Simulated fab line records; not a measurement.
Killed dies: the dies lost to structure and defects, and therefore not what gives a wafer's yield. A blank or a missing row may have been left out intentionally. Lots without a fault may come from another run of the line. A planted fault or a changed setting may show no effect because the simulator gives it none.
Matching of chambers || flow gf180mcu || cmp-02 running GF_V2_CMP_26: 4 sister chambers
The step polishes, stops on SiO2, t overpolish 15 s, target thk 0 nm. 16 wafers are shown with their chamber, then 8 later ones without.

WAFERS WITH THEIR CHAMBER
{"wafer": "L338.2", "chamber": 3, "timeToEndpointS (s)": 83, "motorCurrentA (A)": 10.6, "retainingRingPressureFrac": 0.998}
{"wafer": "L338.3", "chamber": 2, "timeToEndpointS (s)": 84, "motorCurrentA (A)": 10.4, "retainingRingPressureFrac": 0.995}
{"wafer": "L338.6", "chamber": 3, "timeToEndpointS (s)": 81, "motorCurrentA (A)": 11.0, "retainingRingPressureFrac": 0.997}
{"wafer": "L340.1", "chamber": 0, "timeToEndpointS (s)": 87, "motorCurrentA (A)": 11.9, "retainingRingPressureFrac": 0.997}
{"wafer": "L340.2", "chamber": 1, "timeToEndpointS (s)": 89, "motorCurrentA (A)": 10.8, "retainingRingPressureFrac": 1.000}
{"wafer": "L340.5", "chamber": 1, "timeToEndpointS (s)": 88, "motorCurrentA (A)": 11.1, "retainingRingPressureFrac": 1.005}
{"wafer": "L345.3", "chamber": 3, "timeToEndpointS (s)": 82, "motorCurrentA (A)": 12.3, "retainingRingPressureFrac": 0.997}
{"wafer": "L345.4", "chamber": 2, "timeToEndpointS (s)": 84, "motorCurrentA (A)": 10.2, "retainingRingPressureFrac": 1.007}
{"wafer": "L345.5", "chamber": 0, "timeToEndpointS (s)": 86, "motorCurrentA (A)": 12.3, "retainingRingPressureFrac": 1.005}
{"wafer": "L351.1", "chamber": 0, "timeToEndpointS (s)": 85, "motorCurrentA (A)": 12.9, "retainingRingPressureFrac": 0.997}
{"wafer": "L351.2", "chamber": 3, "timeToEndpointS (s)": 83, "motorCurrentA (A)": 11.4, "retainingRingPressureFrac": 1.002}
{"wafer": "L351.4", "chamber": 2, "timeToEndpointS (s)": 84, "motorCurrentA (A)": 9.9, "retainingRingPressureFrac": 1.000}
{"wafer": "L354.1", "chamber": 1, "timeToEndpointS (s)": 87, "motorCurrentA (A)": 10.6, "retainingRingPressureFrac": 1.010}
{"wafer": "L354.5", "chamber": 1, "timeToEndpointS (s)": 91, "motorCurrentA (A)": 10.6, "retainingRingPressureFrac": 1.003}
{"wafer": "L354.6", "chamber": 2, "timeToEndpointS (s)": 83, "motorCurrentA (A)": 10.2, "retainingRingPressureFrac": 1.004}
{"wafer": "L355.1", "chamber": 2, "timeToEndpointS (s)": 83, "motorCurrentA (A)": 10.1, "retainingRingPressureFrac": 0.992}

SIGNATURES (means of the wafers above)
{"reading": "timeToEndpointS", "chamber 0": 86.00, "chamber 1": 88.75, "chamber 2": 83.60, "chamber 3": 82.25, "scatter within a chamber": 1.11}
{"reading": "motorCurrentA", "chamber 0": 12.367, "chamber 1": 10.775, "chamber 2": 10.160, "chamber 3": 11.325, "scatter within a chamber": 0.447}
{"reading": "retainingRingPressureFrac", "chamber 0": 0.99967, "chamber 1": 1.00450, "chamber 2": 0.99960, "chamber 3": 0.99850, "scatter within a chamber": 0.00471}
Rule: for each reading, subtract the chamber's mean from the wafer's reading, divide by that reading's scatter and square the result; add these up over the readings and take the root, which gives the wafer's distance from the chamber. If the next closest chamber is less than 2 further off than the closest, the wafer can't be placed; otherwise it belongs to the closest. The scatter is the square root of a quotient: the sum, over the shown wafers, of each reading's squared deviation from its chamber's mean, divided by wafers minus chambers.

WAFERS WITHOUT THEIR CHAMBER
{"wafer": "L355.4", "timeToEndpointS (s)": 82, "motorCurrentA (A)": 12.3, "retainingRingPressureFrac": 0.997}
{"wafer": "L355.6", "timeToEndpointS (s)": 84, "motorCurrentA (A)": 12.5, "retainingRingPressureFrac": 0.999}
{"wafer": "L356.2", "timeToEndpointS (s)": 82, "motorCurrentA (A)": 10.1, "retainingRingPressureFrac": 1.008}
{"wafer": "L356.5", "timeToEndpointS (s)": 81, "motorCurrentA (A)": 11.2, "retainingRingPressureFrac": 0.990}
{"wafer": "L356.6", "timeToEndpointS (s)": 84, "motorCurrentA (A)": 10.3, "retainingRingPressureFrac": 1.007}
{"wafer": "L361.2", "timeToEndpointS (s)": 85, "motorCurrentA (A)": 9.6, "retainingRingPressureFrac": 0.995}
{"wafer": "L361.3", "timeToEndpointS (s)": 83, "motorCurrentA (A)": 10.9, "retainingRingPressureFrac": 1.002}
{"wafer": "L361.4", "timeToEndpointS (s)": 90, "motorCurrentA (A)": 10.8, "retainingRingPressureFrac": 0.997}

THE CHAMBER EACH PASSED THROUGH
{"wafer": "L355.4", "from the rows above": "can't be placed: 3 or 0", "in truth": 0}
{"wafer": "L355.6", "from the rows above": "can't be placed: 0 or 3", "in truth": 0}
{"wafer": "L356.2", "from the rows above": "can't be placed: 2 or 3", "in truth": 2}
{"wafer": "L356.5", "from the rows above": "can't be placed: 3 or 2", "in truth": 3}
{"wafer": "L356.6", "from the rows above": "can't be placed: 2 or 3", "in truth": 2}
{"wafer": "L361.2", "from the rows above": 2, "in truth": 2}
{"wafer": "L361.3", "from the rows above": "can't be placed: 3 or 2", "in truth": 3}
{"wafer": "L361.4", "from the rows above": 1, "in truth": 1}
Correctly placed: 2 of 8. From these rows, 6 cannot be placed; in 6 the true chamber is one of the candidates. Number placed wrongly: 0.
